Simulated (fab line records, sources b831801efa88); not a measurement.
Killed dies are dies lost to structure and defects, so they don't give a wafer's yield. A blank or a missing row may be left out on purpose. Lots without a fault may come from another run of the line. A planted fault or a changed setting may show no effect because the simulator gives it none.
A struck lot beside a sound one | flow sky130 | 15 steps out of a route of 708
Sound: wafers L838.1, L838.4, L838.5. Struck: wafers L853.2, L853.5, L853.6. The cause comes at the end.
At each step with rows: each side's tool, then ch and its chambers, then its first start. Under that, the readings that differ: sound wafers | struck wafers | difference of the means | sigmas: that difference in standard deviations of wafers without a fault.
alike: readings whose means differ by less than 2 such deviations, and words and numbers that are the same on both sides. not compared: withheld readings, readings that some wafer has no value for, bounds like >300 that may hide the same value, and numbers for which the record gives no deviation and whose values overlap.
The two part at a step that has a row with sigmas, a row that says differs or no value, or rows on one side only. Numbers that don't overlap but have no deviation are shown without sigmas and don't part them. A reading that every wafer of one side lacks parts them only if that side has two wafers or more.

first, 1 step without rows for these wafers: SKY_SONOS_TUNNEL_DEVELOP_06 (develop time 60 s).
SKY_SONOS_TUNNEL_CD_MEAS_07: target cd 410 nm.
  sound on cd_sem-02, day 12 11:55; struck on cd_sem-01, day 16 17:05
  alike: cd_nm
SKY_SONOS_TUNNEL_OVL_MEAS_08:
  sound on overlay-01, day 12 12:02; struck on overlay-01, day 16 17:12
  alike: SONOS_TUNNEL_OVL
then, 3 steps without rows for these wafers: SKY_SONOS_TUNNEL_IMPLANT_09; SKY_SONOS_TUNNEL_WET_ETCH_10 (etches SiO2 in dHF, target depth 14 nm, time 280 s); SKY_SONOS_TUNNEL_STRIP_11 (strips in SPM, time 600 s).
SKY_SONOS_TUNNEL_TW_MEAS_12:
  sound on film_metro-03, day 12 12:31; struck on film_metro-03, day 16 17:40
  alike: SONOS_TUNNEL_TW
then, 2 steps without rows for these wafers: SKY_SONOS_TUNNEL_CLEAN_13 (cleans in dHF, time 20 s); SKY_SONOS_ONO_OXIDATION_00 (stabilise 600 s, purge 300 s, target thk 2.6 nm).
SKY_SONOS_ONO_THK_MEAS_01:
  sound on film_metro-02, day 12 13:59; struck on film_metro-02, day 16 22:41
  alike: SONOS_ONO_OXIDATION_THK
then, 1 step without rows for these wafers: SKY_SONOS_ONO_CVD_02 (deposits Si3N4 from DCS/NH3, target thk 10.5 nm, time 180 s).
SKY_SONOS_ONO_THK_MEAS_03:
  sound on film_metro-01, day 12 15:32; struck on film_metro-03, day 16 23:47
  alike: SONOS_ONO_CVD_02_THK
SKY_SONOS_ONO_CVD_04: deposits SiO2 from SiH4/N2O, target thk 5.7199 nm.
  sound on lpcvd-03 ch 1, day 12 15:35; struck on lpcvd-03 ch 0, day 16 23:50
  reading                   | sound             | struck            | difference | sigmas
  spike_tc_bottom_C (C)     | 919.4 921.7 921.9 | 911.2 908.8 910.5 | -10.8      | -7
  spike_tc_centre_C (C)     | 900.7 901.1 898.3 | 894.6 896.3 894.8 | -4.8       | -4
  spike_tc_lower_C (C)      | 901.1 900.4 901.8 | 942.9 943.3 944.9 | +42.6      | +39
  zone_power_bottom_pct (%) | 28.7 28.5 28.5    | 19.7 19.7 19.8    | -8.8       | -7
  zone_power_centre_pct (%) | 19.0 18.9 19.0    | 9.5 9.4 9.2       | -9.6       | -10
  zone_power_lower_pct (%)  | 16.5 16.8 16.9    | 31.4 31.7 30.8    | +14.6      | +30
SKY_SONOS_ONO_THK_MEAS_05:
  sound on film_metro-02, day 12 16:50; struck on film_metro-01, day 17 01:06
  alike: SONOS_ONO_CVD_04_THK
-- the record jumps here: 33 days lie between the struck wafers' starts before and after (it left off in module SONOS_ONO and takes up again in module PAD_OPEN, whose first step shown is number 708 of the route) --
SKY_PAD_OPEN_PROBE_99:
  sound on prober-01, day 46 12:54; struck on prober-02, day 49 14:25
  alike: killed_at_M0_to_M3, killed_at_M4_up, killed_at_contacts, killed_at_front_end, killed_at_other, killed_dies, killed_open, killed_short

WHERE THEY PART
Only at SKY_SONOS_ONO_CVD_04, within this record. Later steps at which nothing parts them and some readings are alike: SKY_SONOS_ONO_THK_MEAS_05, SKY_PAD_OPEN_PROBE_99.

WHY: what the simulator had put in
Process parameter drift: lpcvd-03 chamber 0, from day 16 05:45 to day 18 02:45, at SKY_SONOS_ONO_CVD_04. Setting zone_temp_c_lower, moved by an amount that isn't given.
